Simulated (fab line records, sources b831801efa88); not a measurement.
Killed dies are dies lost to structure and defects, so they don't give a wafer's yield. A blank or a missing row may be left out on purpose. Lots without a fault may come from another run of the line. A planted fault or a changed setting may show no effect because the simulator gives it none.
Which tool did it? | flow gf180mcu | 6 lots, 18 wafers sampled, at 3 steps of a route of 602

WHAT THE GAUGES READ, wafer by wafer
GF_V4_THK_MEAS_01.
lot  | measured     | on            | V4_CVD_00_THK (nm)
L231 | day 24 16:32 | film_metro-04 | 601 601 613
L233 | day 25 03:27 | film_metro-02 | 601 598 602
L236 | day 26 05:02 | film_metro-03 | 604 611 601
L239 | day 27 07:58 | film_metro-03 | 607 603 518 608 604 518
L248 | day 29 21:48 | film_metro-02 | 596 607 594
L251 | day 30 11:15 | film_metro-02 | 608 604 606

WHICH TOOL RAN EACH LOT (tool, then ch and the chambers of the sampled wafers, then the start)
lot  | GF_M4_SPUTTER_03             | GF_V4_CVD_00
L231 | pvd_sputter-01, day 23 17:45 | hdpcvd-01 ch 1,2, day 24 16:28
L233 | pvd_sputter-01, day 24 05:32 | hdpcvd-02 ch 0,1,2, day 25 03:22
L236 | pvd_sputter-02, day 25 07:40 | hdpcvd-02 ch 0,1,2, day 26 04:58
L239 | pvd_sputter-02, day 26 10:49 | hdpcvd-02 ch 0,1,2, day 27 07:53
L248 | pvd_sputter-04, day 29 01:32 | hdpcvd-02 ch 1,2, day 29 21:43
L251 | pvd_sputter-01, day 29 16:16 | hdpcvd-02 ch 0,1,2, day 30 11:10
- GF_M4_SPUTTER_03: material Ti, target thk 10 nm, time 6.7 s.
- GF_V4_CVD_00: deposits SiO2, target thk 600 nm, time 100 s.

THE ANSWER, worked out from the rows above alone
Rule: what is usual is taken from the lots themselves. Put in order of their means at a reading, lots are off if they are a third of the lots or fewer, leave a main group of 4 or more, and stand apart from it by a gap of 3 or more times the standard deviation of the main group's means; of several such gaps the widest counts. A main group whose means are all the same, to the digits that the tables above print for the reading, isn't used. A lot without any number at a reading at which 4 lots or more have one is off too. The other lots that the step has rows for count as sound.
Off: L239, at GF_V4_THK_MEAS_01 (V4_CVD_00_THK). The main group: mean 603 nm, standard deviation 2.9.
A tool fits if, at a process step before that reading, it ran every lot that is off, and no sound lot after the first of them. The gauges at GF_V4_THK_MEAS_01 are tried like those tools. Can't be told from this: 2 tools fit, pvd_sputter-02 at GF_M4_SPUTTER_03, film_metro-03 at GF_V4_THK_MEAS_01.

WHAT THE SIMULATOR HAD PUT IN
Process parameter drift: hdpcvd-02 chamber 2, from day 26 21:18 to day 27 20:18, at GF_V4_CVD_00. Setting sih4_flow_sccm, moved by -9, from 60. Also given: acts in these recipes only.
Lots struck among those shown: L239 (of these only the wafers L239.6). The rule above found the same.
